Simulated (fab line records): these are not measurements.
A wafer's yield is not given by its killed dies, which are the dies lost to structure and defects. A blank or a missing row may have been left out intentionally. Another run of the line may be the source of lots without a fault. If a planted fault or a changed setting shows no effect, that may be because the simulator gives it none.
fab line records    flow gf180mcu
[record] lots = 14  wafers = 42  last_day = 34
route steps=602 shown PSD@252 M2@362
lots untouched by any fault: they come from a run of this same line in which no faults occurred
start_h: hours from the record's opening day to when the first of the lot's shown wafers began    wait_h: how many hours have passed since the lot's step before this one    " unchanged from the row above    L1.1+2: a single row standing in for several wafers    - no value present, or no start provided    * or withheld: withheld    < > ~ a bound
route shown NAME@n: a module of which the file shows steps, and the number in the route of the first    usual: mean and standard deviation over wafers with no fault    same: alike in all rows    chamber/n: place in a boat    sites: the reading at each site    _std_site: how widely they spread, as a standard deviation    _edge_site: outer sites' mean less inner sites'    radius_mm: for every site, how far away it sits from the centre of the wafer    mask NAME#n: copy n    behind: the last tool/chamber to shape the wafer    hold: the reason the lot was held/the length of the hold in hours/how it ended    device: names the non-switching transistor (n, p or np)    end of line: the tests these same wafers got at the end of their route    a step given without rows: its recipe and nothing more    killed: not the wafer's yield, but the dies lost to structure and defects at the first sort    map: dies across one wafer; x = killed, . = not, _ = none there
set.NAME: setting as actually run; set.NAME@STEP: the setting as run at that earlier step    model.NAME: the simulator's own value behind a step, which no gauge read
route steps across a sampled set of lots; one table per step, one row per wafer
services: from which hour (start_h, from the record's first day; less than 0 if before it) a tool's chamber was out of use, for how many hours, and why
[[steps]]
[step GF_PSD_EXPOSE_04]
[recipe] mask_id = Pplus  target_cd_nm = 400  na = 0.6  source_shape = conventional  sigma_outer = 0.6  dose_mj = 140
[usual] exposure_dose_mJ_cm2 = 141.15/0.13  focus_offset_nm = -0.1/0.59  reticle_temp_C = 23.01/0.12
lot.wafer  tool              chamber  start_h  wait_h  mask     exposure_dose_mJ_cm2  focus_offset_nm  reticle_temp_C
L263.1     iline_stepper-01  0        308.25   -       Pplus#0  141.06                -0.2             23.29
L263.3     "                 0        "        "       Pplus#0  141.21                0.5              23.12
L263.4     "                 0        "        "       Pplus#0  141.17                -0.2             23.16
L264.1     iline_stepper-01  0        314.24   -       Pplus#0  141.01                -0.1             23.28
L264.3     "                 0        "        "       Pplus#0  140.97                -0.1             23.27
L264.5     "                 0        "        "       Pplus#0  141.07                0.7              23.13
L266.1     iline_stepper-02  0        337.28   -       Pplus#0  141.15                0.1              23.13
L266.5     "                 0        "        "       Pplus#0  141.28                0.4              23.08
L266.6     "                 0        "        "       Pplus#0  141.19                0.9              22.98
L267.2     iline_stepper-02  0        342.01   -       Pplus#0  141.24                0.1              22.98
L267.3     "                 0        "        "       Pplus#0  141.25                -0.7             22.96
L267.5     "                 0        "        "       Pplus#0  141.26                1.3              22.89
L268.2     iline_stepper-01  0        347.17   -       Pplus#0  141.11                -0.1             23.12
L268.3     "                 0        "        "       Pplus#0  140.96                -0.9             22.99
L268.4     "                 0        "        "       Pplus#0  140.86                -0.2             23.23
L270.2     iline_stepper-02  0        368.18   -       Pplus#0  141.25                0.1              22.87
L270.4     "                 0        "        "       Pplus#0  141.06                -0.5             22.83
L270.6     "                 0        "        "       Pplus#0  141.03                -0.2             22.69
L271.2     iline_stepper-02  0        371.31   -       Pplus#0  141.30                -1.3             22.91
L271.3     "                 0        "        "       Pplus#0  141.11                -0.4             22.89
L271.6     "                 0        "        "       Pplus#0  141.19                -0.6             23.14
L272.2     iline_stepper-02  0        383.37   -       Pplus#0  141.00                -0.5             23.10
L272.4     "                 0        "        "       Pplus#0  141.01                0.7              23.09
L272.6     "                 0        "        "       Pplus#0  140.92                0.0              23.03
L273.3     iline_stepper-02  0        390.28   -       Pplus#0  141.03                0.7              22.94
L273.4     "                 0        "        "       Pplus#0  141.21                0.1              23.15
L273.5     "                 0        "        "       Pplus#0  141.22                0.8              23.07
L274.1     iline_stepper-02  0        397.48   -       Pplus#0  141.11                0.2              23.07
L274.5     "                 0        "        "       Pplus#0  141.17                -0.9             23.14
L274.6     "                 0        "        "       Pplus#0  141.10                -0.4             23.19
L277.1     iline_stepper-01  -        420.86   -       Pplus#0  -                     -                -
L277.4     "                 -        "        "       Pplus#0  -                     -                -
L277.6     "                 -        "        "       Pplus#0  -                     -                -
L278.4     iline_stepper-02  -        435.91   -       Pplus#0  -                     -                -
L278.5     "                 -        "        "       Pplus#0  -                     -                -
L278.6     "                 -        "        "       Pplus#0  -                     -                -
L279.1     iline_stepper-02  0        438.69   -       Pplus#0  141.01                -0.9             22.80
L279.5     "                 0        "        "       Pplus#0  141.06                -0.3             22.69
L279.6     "                 0        "        "       Pplus#0  141.03                -0.5             22.90
L286.2     iline_stepper-02  0        503.14   -       Pplus#0  141.28                -0.4             22.85
L286.4     "                 0        "        "       Pplus#0  141.16                -0.4             22.97
L286.5     "                 0        "        "       Pplus#0  141.11                -0.1             22.91
[step GF_PSD_OVL_MEAS_08]
[usual] PSD_OVL = 0.2/1.5
lot.wafer  tool        chamber  start_h  wait_h  PSD_OVL[nm]
L263.1     overlay-02  -        318.45   0.1     1.9
L263.3     "           -        "        "       3.5
L263.4     "           -        "        "       4.0
L264.1     overlay-02  -        324.72   0.1     0.1
L264.3     "           -        "        "       0.8
L264.5     "           -        "        "       -0.1
L266.1     overlay-01  -        347.75   0.1     0.4
L266.5     "           -        "        "       -0.2
L266.6     "           -        "        "       -1.0
L267.2     overlay-02  -        352.08   0.1     -0.7
L267.3     "           -        "        "       -0.2
L267.5     "           -        "        "       0.9
L268.2     overlay-01  -        357.33   0.1     0.7
L268.3     "           -        "        "       0.9
L268.4     "           -        "        "       1.7
L270.2     overlay-02  -        378.88   0.1     -2.3
L270.4     "           -        "        "       -2.1
L270.6     "           -        "        "       -1.6
L271.2     overlay-01  -        381.95   0.1     0.4
L271.3     "           -        "        "       2.3
L271.6     "           -        "        "       1.7
L272.2     overlay-02  -        394.08   0.1     -2.2
L272.4     "           -        "        "       -1.2
L272.6     "           -        "        "       -1.2
L273.3     overlay-02  -        401.77   0.1     1.9
L273.4     "           -        "        "       -2.7
L273.5     "           -        "        "       -0.6
L274.1     overlay-01  -        408.90   0.1     -0.4
L274.5     "           -        "        "       -1.1
L274.6     "           -        "        "       1.0
L277.1     overlay-01  -        432.86   0.1     -
L277.4     "           -        "        "       -
L277.6     "           -        "        "       -
L278.4     overlay-02  -        447.83   0.1     -
L278.5     "           -        "        "       -
L278.6     "           -        "        "       -
L279.1     overlay-02  -        450.72   0.1     -1.5
L279.5     "           -        "        "       0.5
L279.6     "           -        "        "       -1.3
L286.2     overlay-02  -        514.66   0.1     2.0
L286.4     "           -        "        "       1.0
L286.5     "           -        "        "       0.4
[step GF_M2_SPUTTER_00]
[recipe] material = Ti  target_thk_nm = 37.5  arriving_ion_energy_ev = 80  substrate_temp_c = 200  chamber_pressure_pa = 2  power_w = 4000  time_s = 150
[usual] cathode_dc_power_W = 4000.0/0.73  throttle_valve_pct = 30.0/0.83
lot.wafer  tool            chamber  start_h  wait_h  cathode_dc_power_W  throttle_valve_pct
L263.1     pvd_sputter-03  -        412.34   0.2     4000.2              29.8
L263.3     "               -        "        "       4000.8              29.4
L263.4     "               -        "        "       3999.4              29.7
L264.1     pvd_sputter-04  -        418.22   0.1     3999.9              29.6
L264.3     "               -        "        "       4000.6              29.3
L264.5     "               -        "        "       3999.1              29.9
L266.1     pvd_sputter-03  -        443.66   0.1     3999.7              32.0
L266.5     "               -        "        "       4001.4              29.6
L266.6     "               -        "        "       3998.4              31.7
L267.2     pvd_sputter-01  -        451.06   0.1     3999.7              29.7
L267.3     "               -        "        "       3999.7              29.7
L267.5     "               -        "        "       4000.2              29.8
L268.2     pvd_sputter-04  -        453.93   0.2     4001.2              29.3
L268.3     "               -        "        "       4000.8              29.7
L268.4     "               -        "        "       3999.8              30.3
L270.2     pvd_sputter-04  -        479.96   0.1     4000.3              29.4
L270.4     "               -        "        "       3998.9              30.0
L270.6     "               -        "        "       3999.9              30.1
L271.2     pvd_sputter-03  -        484.54   0.2     3999.0              32.0
L271.3     "               -        "        "       4000.3              29.3
L271.6     "               -        "        "       3999.6              31.9
L272.2     pvd_sputter-01  -        495.62   0.1     3999.9              32.2
L272.4     "               -        "        "       4001.1              29.8
L272.6     "               -        "        "       4001.3              29.9
L273.3     pvd_sputter-04  -        504.09   0.1     4000.7              30.2
L273.4     "               -        "        "       3999.4              30.0
L273.5     "               -        "        "       3999.1              30.1
L274.1     pvd_sputter-04  -        511.48   0.2     3999.3              29.9
L274.5     "               -        "        "       4000.1              29.3
L274.6     "               -        "        "       4000.0              30.5
L277.1     pvd_sputter-01  -        535.10   0.1     3999.6              29.5
L277.4     "               -        "        "       4000.8              30.0
L277.6     "               -        "        "       3998.8              29.8
L278.4     pvd_sputter-03  -        549.22   0.1     4000.7              31.7
L278.5     "               -        "        "       3999.1              29.5
L278.6     "               -        "        "       3998.9              29.6
L279.1     pvd_sputter-01  -        551.36   0.2     3999.7              29.5
L279.5     "               -        "        "       4000.2              30.0
L279.6     "               -        "        "       3999.5              29.5
L286.2     pvd_sputter-03  -        608.65   0.2     4000.3              31.9
L286.4     "               -        "        "       3999.8              29.4
L286.5     "               -        "        "       3999.9              31.7
[step GF_M2_SPUTTER_02]
[recipe] material = AlCu  target_thk_nm = 450  power_w = 10600  time_s = 23.9  chamber_pressure_pa = 0.4
[usual] cathode_dc_power_W = 10600/2  throttle_valve_pct = 30.1/0.83
lot.wafer  tool            chamber  start_h  wait_h  cathode_dc_power_W  throttle_valve_pct
L263.1     pvd_sputter-03  -        412.47   0.0     10599               29.7
L263.3     "               -        "        "       10596               29.3
L263.4     "               -        "        "       10601               29.8
L264.1     pvd_sputter-04  -        418.35   0.0     10600               29.6
L264.3     "               -        "        "       10598               29.1
L264.5     "               -        "        "       10602               30.2
L266.1     pvd_sputter-03  -        443.79   0.0     10599               32.0
L266.5     "               -        "        "       10601               29.8
L266.6     "               -        "        "       10600               32.1
L267.2     pvd_sputter-01  -        451.20   0.0     10599               29.8
L267.3     "               -        "        "       10598               29.8
L267.5     "               -        "        "       10597               30.1
L268.2     pvd_sputter-04  -        454.06   0.0     10600               29.4
L268.3     "               -        "        "       10602               29.7
L268.4     "               -        "        "       10600               30.2
L270.2     pvd_sputter-04  -        480.09   0.0     10600               29.3
L270.4     "               -        "        "       10600               30.2
L270.6     "               -        "        "       10601               30.2
L271.2     pvd_sputter-03  -        484.67   0.0     10598               31.9
L271.3     "               -        "        "       10600               29.2
L271.6     "               -        "        "       10602               31.7
L272.2     pvd_sputter-01  -        495.75   0.0     10601               32.3
L272.4     "               -        "        "       10599               29.9
L272.6     "               -        "        "       10601               29.6
L273.3     pvd_sputter-04  -        504.22   0.0     10599               29.9
L273.4     "               -        "        "       10601               30.0
L273.5     "               -        "        "       10601               30.1
L274.1     pvd_sputter-04  -        511.61   0.0     10603               30.1
L274.5     "               -        "        "       10603               29.5
L274.6     "               -        "        "       10598               30.0
L277.1     pvd_sputter-01  -        535.23   0.0     10600               29.7
L277.4     "               -        "        "       10600               29.9
L277.6     "               -        "        "       10601               30.2
L278.4     pvd_sputter-03  -        549.35   0.0     10602               32.0
L278.5     "               -        "        "       10599               29.3
L278.6     "               -        "        "       10599               30.1
L279.1     pvd_sputter-01  -        551.49   0.0     10596               30.0
L279.5     "               -        "        "       10598               30.0
L279.6     "               -        "        "       10600               29.9
L286.2     pvd_sputter-03  -        608.78   0.0     10601               31.7
L286.4     "               -        "        "       10599               29.4
L286.5     "               -        "        "       10604               32.0
[[services]]
tool              chamber  start_h  hours  kind
iline_stepper-01  0        330.29   -      calibration
iline_stepper-01  -        333.68   1.7    pm
pvd_sputter-01    -        349.87   6.8    repair
pvd_sputter-04    -        361.37   2.1    repair
pvd_sputter-01    -        370.76   2.1    repair
pvd_sputter-01    -        392.14   8.0    repair
iline_stepper-02  0        404.62   -      calibration
iline_stepper-01  -        444.50   2.8    repair
iline_stepper-02  -        452.39   1.7    pm
pvd_sputter-04    -        493.46   2.8    repair
iline_stepper-01  0        547.28   -      calibration
iline_stepper-01  -        551.86   1.7    pm
iline_stepper-01  -        554.39   8.0    repair
pvd_sputter-04    -        554.87   3.7    repair
pvd_sputter-03    -        574.38   6.9    repair
[[key]]
[first_sign] step = GF_PSD_EXPOSE_04  reading = tool_record  direction = missing
effect none on later readings
met_at GF_PSD_EXPOSE_04
struck_lots L277,L278
sort_left_out L277.1,L277.4,L277.6,L278.4,L278.5,L278.6
tester_left_out L277,L278
not_acting_at GF_PSD_OVL_MEAS_08,GF_M2_SPUTTER_00,GF_M2_SPUTTER_02
onset_between 397.48 420.86
[fault] kind = skipped_step_whole  tool = iline_stepper-01,iline_stepper-02  chamber = -  onset_h = 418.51  steps = GF_PSD_EXPOSE_04  scope = struck_lots_only
// tester_left_out: of these lots the tester's yield and bins aren't shown, on N5 and GAA mostly nor the transistor test; their killed dies are dies lost to structure and defects alone, not to doping, threshold or leakage, so they don't give the yield
// sort_left_out: the simulated sort isn't trusted on such a fault, so these wafers' sort isn't shown, and their yield isn't known
